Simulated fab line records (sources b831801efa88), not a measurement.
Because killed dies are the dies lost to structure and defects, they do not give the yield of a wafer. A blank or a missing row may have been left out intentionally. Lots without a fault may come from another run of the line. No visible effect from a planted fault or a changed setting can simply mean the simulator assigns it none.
Which tool was responsible? / flow gf180mcu / 11 lots, 33 wafers sampled, at 4 steps of a route of 602

WHAT THE GAUGES SHOWED, per wafer
GF_MVSD_TW_MEAS_11.
lot=L378; measured=day 4 18:07; on=film-metro-03; MVSD_TW=1547 1546 1551
lot=L379; measured=day 4 22:56; on=film-metro-04; MVSD_TW=31 31 31 30 31 31
lot=L380; measured=day 5 08:01; on=film-metro-02; MVSD_TW=31 30 31 31 31 31
lot=L381; measured=day 5 13:04; on=film-metro-04; MVSD_TW=31 30 30 30 30 30
lot=L388; measured=day 7 02:11; on=film-metro-04; MVSD_TW=1604 1600 1597
lot=L389; measured=day 7 14:13; on=film-metro-03; MVSD_TW=1536 1530 1524
lot=L390; measured=day 7 12:04; on=film-metro-03; MVSD_TW=1533 1531 1537
lot=L393; measured=day 8 07:38; on=film-metro-02; MVSD_TW=1625 1624 1623
lot=L395; measured=day 8 18:00; on=film-metro-04; MVSD_TW=1605 1600 1599
lot=L396; measured=day 9 00:19; on=film-metro-03; MVSD_TW=1543 1553 1552
lot=L400; measured=day 10 02:06; on=film-metro-04; MVSD_TW=1606 1602 1604

EACH LOT AND THE TOOL THAT RAN IT (in order: tool; ch and the chambers of the sampled wafers; start)
lot=L378; GF_STI_CMP_25=cmp-02 ch 0,2,3, day 2 10:43; GF_LVPWELL_STRIP_10=plasma-asher-02 ch 0,1, day 4 05:04; GF_MVSD_STRIP_10=plasma-asher-01 ch 0,1, day 4 18:02
lot=L379; GF_STI_CMP_25=cmp-02 ch 1,2,3, day 2 13:21; GF_LVPWELL_STRIP_10=plasma-asher-04 ch 0,1, day 4 08:39; GF_MVSD_STRIP_10=plasma-asher-01 ch 0,1, day 4 22:50
lot=L380; GF_STI_CMP_25=cmp-01 ch 0,3, day 2 22:14; GF_LVPWELL_STRIP_10=plasma-asher-04 ch 0,1, day 4 16:55; GF_MVSD_STRIP_10=plasma-asher-04 ch 0,1, day 5 07:56
lot=L381; GF_STI_CMP_25=cmp-01 ch 1,3, day 3 03:00; GF_LVPWELL_STRIP_10=plasma-asher-04 ch 0,1, day 4 22:42; GF_MVSD_STRIP_10=plasma-asher-02 ch 0,1, day 5 12:57
lot=L388; GF_STI_CMP_25=cmp-02 ch 1,2,3, day 4 12:28; GF_LVPWELL_STRIP_10=plasma-asher-02 ch 0,1, day 6 10:20; GF_MVSD_STRIP_10=plasma-asher-04 ch 0,1, day 7 02:05
lot=L389; GF_STI_CMP_25=cmp-02 ch 0,1,2, day 4 18:11; GF_LVPWELL_STRIP_10=plasma-asher-03 ch 0,1, day 6 22:17; GF_MVSD_STRIP_10=plasma-asher-01 ch 0,1, day 7 14:07
lot=L390; GF_STI_CMP_25=cmp-02 ch 0,2,3, day 4 21:53; GF_LVPWELL_STRIP_10=plasma-asher-02 ch 0,1, day 6 20:41; GF_MVSD_STRIP_10=plasma-asher-02 ch 0,1, day 7 11:58
lot=L393; GF_STI_CMP_25=cmp-01 ch 0,3, day 5 13:47; GF_LVPWELL_STRIP_10=plasma-asher-02 ch 0,1, day 7 15:22; GF_MVSD_STRIP_10=plasma-asher-04 ch 0,1, day 8 07:32
lot=L395; GF_STI_CMP_25=cmp-02 ch 0,1,2, day 5 23:58; GF_LVPWELL_STRIP_10=plasma-asher-04 ch 1, day 8 01:13; GF_MVSD_STRIP_10=plasma-asher-04 ch 1, day 8 17:53
lot=L396; GF_STI_CMP_25=cmp-02 ch 0,1,3, day 6 05:38; GF_LVPWELL_STRIP_10=plasma-asher-02 ch 1, day 8 07:19; GF_MVSD_STRIP_10=plasma-asher-01 ch 0, day 9 00:13
lot=L400; GF_STI_CMP_25=cmp-02 ch 0,3, day 7 03:14; GF_LVPWELL_STRIP_10=plasma-asher-04 ch 0,1, day 9 08:37; GF_MVSD_STRIP_10=plasma-asher-02 ch 0,1, day 10 01:59
- GF_STI_CMP_25: polishes, stops on Si3N4, t overpolish 33 s, target thk 524.6 nm.
- GF_LVPWELL_STRIP_10: strips in O2/N2.
- GF_MVSD_STRIP_10: strips in O2/N2.

THE ANSWER, worked out from the rows above alone
Rule: the lots themselves supply what counts as usual. The widest of any qualifying gaps counts: lots, ordered by their means at a reading, are off when they make up no more than a third of the lots, leave a main group of 4 or more, and stand apart from it by 3 or more times the standard deviation of that group's means. The tables above print the reading to a certain number of digits; a main group whose means all agree to those digits is not used. A lot without any number at a reading at which 4 lots or more have one is off too. All remaining lots with rows at the step are treated as sound.
Off: L379, L380, L381, at GF_MVSD_TW_MEAS_11 (MVSD_TW). The main group has a mean of 1574 with a standard deviation of 35.
A tool fits if, at a process step before that reading, it ran every lot that is off, and no sound lot after the first of them. The gauges at GF_MVSD_TW_MEAS_11 are tried like those tools. Of those tried, none fits.

WHAT THE SIMULATOR HAD INSERTED
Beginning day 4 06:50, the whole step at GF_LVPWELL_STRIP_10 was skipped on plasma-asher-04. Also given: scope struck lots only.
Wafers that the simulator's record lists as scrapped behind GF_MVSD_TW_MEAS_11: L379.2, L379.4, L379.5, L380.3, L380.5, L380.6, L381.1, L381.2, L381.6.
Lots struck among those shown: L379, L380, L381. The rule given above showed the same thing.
